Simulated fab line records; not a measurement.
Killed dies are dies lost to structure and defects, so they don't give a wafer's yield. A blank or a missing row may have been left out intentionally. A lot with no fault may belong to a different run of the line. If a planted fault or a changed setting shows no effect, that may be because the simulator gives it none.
A struck lot beside a sound one + flow gf180mcu + 14 steps out of a route of 602
Sound: these wafers, L240.1, L240.3, L240.5. Wafers struck: L247.4, L247.5, L247.6. The cause comes at the end.
At each step with rows: each side's tool, then ch and its chambers, then its first start. Under that, the readings that differ: sound wafers + struck wafers + difference of the means + sigmas: that difference in standard deviations of wafers without a fault.
alike: readings with means less than 2 such deviations apart, plus words and numbers identical on both sides. not compared: withheld readings, readings lacking a value on some wafer, bounds such as >300 that could conceal the same value, and numbers that have no deviation in the record and whose values overlap.
The two part at a step that has a row with sigmas, a row that says differs or no value, or rows on one side only. Numbers that don't overlap but have no deviation are shown without sigmas and don't part them. A reading that every wafer of one side lacks parts them only if that side has two wafers or more.

first, 5 steps without rows for these wafers: GF_V5_COAT_09 (resist thk 1000 nm); GF_V5_SOFTBAKE_10 (time 60 s); GF_V5_EXPOSE_11 (exposes mask Via5, target cd 260 nm); GF_V5_PEB_12 (peb time 90 s); GF_V5_DEVELOP_13 (develop time 60 s).
GF_V5_CD_MEAS_14: the cd target is 260 nm.
  sound on cdSem-02 at day 30 08:20; struck on cdSem-02 at day 31 22:33
  alike: cdNm
GF_V5_OVL_MEAS_15:
  sound on overlay-01 at day 30 08:27; struck on overlay-01 at day 31 22:38
  alike: V5_OVL
GF_V5_ETCH_16: etches BARC in N2/H2.
  sound on rieDiel-01 ch 0,3, day 30 08:29; struck on rieDiel-01 ch 2,3, day 31 22:38
  alike: drypumpMotorCurrentA, oesProductAu, throttleValvePct
GF_V5_ETCH_17: etches SiO2 in C4F8/O2/Ar, stops on TiN, target depth 855 nm.
  sound: rieDiel-01 ch 0,3; struck: rieDiel-01 ch 2,3
  alike: oesProductAu
GF_V5_STRIP_18: strips in O2/N2.
  sound on plasmaAsher-02 ch 0,1, day 30 08:38; struck on plasmaAsher-04 ch 0,1, day 31 22:50
  alike: drypumpMotorCurrentA, heaterPowerW, o2FlowSccm, oesProductAu
  not compared: rfHoursCounterH
then, 2 steps without rows for these wafers: GF_V5_STRIP_19 (strips in post etch residue remover, time 1200 s); GF_V5_CLEAN_20 (cleans in DIW).
GF_V5_SPUTTER_21: material Ti, target thk 15 nm, time 80.02 s.
  sound on pvdSputter-03 at day 30 09:12; struck on pvdSputter-03 at day 31 23:20
  no value came back on the struck wafers for cathodeDcPowerW (W), chamberPressurePa (Pa), throttleValvePct (%); on the sound wafers cathodeDcPowerW (W) reads 2499.4 2500.4 2499.7
GF_V5_SPUTTER_22: material TiN, target thk 10 nm, time 40 s.
  sound on pvdSputter-03 at day 30 09:16; struck on pvdSputter-03 at day 31 23:23
  alike: cathodeDcPowerW, chamberPressurePa, throttleValvePct

WHERE THEY PART
At GF_V5_SPUTTER_21 and nowhere else, as far as this record goes. Later steps at which nothing parts them and some readings are alike: GF_V5_SPUTTER_22.

WHY: whatever the simulator had introduced
Step skipped in full: pvdSputter-03, at GF_V5_SPUTTER_21, from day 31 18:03 onward. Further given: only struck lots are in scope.
